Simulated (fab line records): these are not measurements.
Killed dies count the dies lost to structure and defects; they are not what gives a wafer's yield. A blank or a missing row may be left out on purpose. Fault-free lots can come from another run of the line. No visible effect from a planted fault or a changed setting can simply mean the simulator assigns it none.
Matching of chambers / flow gf180mcu / GF_V3_CVD_00 on hdpcvd-01: 3 sister chambers
The step deposits SiO2, target thk 600 nm, time 100 s. 14 wafers are shown with their chamber, then 7 later ones without.

== WAFERS PAIRED WITH THEIR CHAMBERS ==
wafer=L976.2; chamber=2; sih4FlowSccm (sccm)=60.32
wafer=L976.3; chamber=1; sih4FlowSccm (sccm)=60.03
wafer=L976.6; chamber=1; sih4FlowSccm (sccm)=59.87
wafer=L977.1; chamber=2; sih4FlowSccm (sccm)=59.77
wafer=L977.4; chamber=2; sih4FlowSccm (sccm)=60.04
wafer=L977.5; chamber=0; sih4FlowSccm (sccm)=60.29
wafer=L985.1; chamber=1; sih4FlowSccm (sccm)=59.88
wafer=L985.2; chamber=0; sih4FlowSccm (sccm)=59.93
wafer=L985.5; chamber=0; sih4FlowSccm (sccm)=60.04
wafer=L986.2; chamber=1; sih4FlowSccm (sccm)=60.13
wafer=L986.4; chamber=0; sih4FlowSccm (sccm)=60.02
wafer=L986.6; chamber=1; sih4FlowSccm (sccm)=60.07
wafer=L987.1; chamber=0; sih4FlowSccm (sccm)=59.79
wafer=L987.2; chamber=2; sih4FlowSccm (sccm)=60.11

SIGNATURES (averages over the wafers above)
reading=sih4FlowSccm; chamber 0=60.0140; chamber 1=59.9960; chamber 2=60.0600; scatter within a chamber=0.176
Rule: for a wafer and a chamber, the distance is found by dividing, reading by reading, the gap between the wafer's reading and the chamber's mean by the reading's scatter, squaring, summing and taking the root. The wafer belongs to the nearest chamber; if the next one is less than 2 further off, it can't be placed. The scatter: take each reading less its chamber's mean, square it, sum over the shown wafers, divide by the number of wafers less the number of chambers, and take the root.

== WAFERS WITHOUT THEIR CHAMBER ==
wafer=L987.4; sih4FlowSccm (sccm)=60.05
wafer=L988.3; sih4FlowSccm (sccm)=60.05
wafer=L988.4; sih4FlowSccm (sccm)=59.83
wafer=L988.6; sih4FlowSccm (sccm)=60.30
wafer=L990.2; sih4FlowSccm (sccm)=60.00
wafer=L990.3; sih4FlowSccm (sccm)=60.34
wafer=L990.5; sih4FlowSccm (sccm)=59.69

== EACH ONE'S CHAMBER ==
wafer=L987.4; from the rows above=can't be placed: 2 or 0 or 1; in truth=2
wafer=L988.3; from the rows above=can't be placed: 2 or 0 or 1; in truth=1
wafer=L988.4; from the rows above=can't be placed: 1 or 0 or 2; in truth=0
wafer=L988.6; from the rows above=can't be placed: 2 or 0 or 1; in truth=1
wafer=L990.2; from the rows above=can't be placed: 1 or 0 or 2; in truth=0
wafer=L990.3; from the rows above=can't be placed: 2 or 0 or 1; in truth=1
wafer=L990.5; from the rows above=can't be placed: 1 or 0 or 2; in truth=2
Correct placement for 0 of the 7. From these rows, 7 cannot be placed; in 7 the true chamber is one of the candidates. 0 placed wrongly.
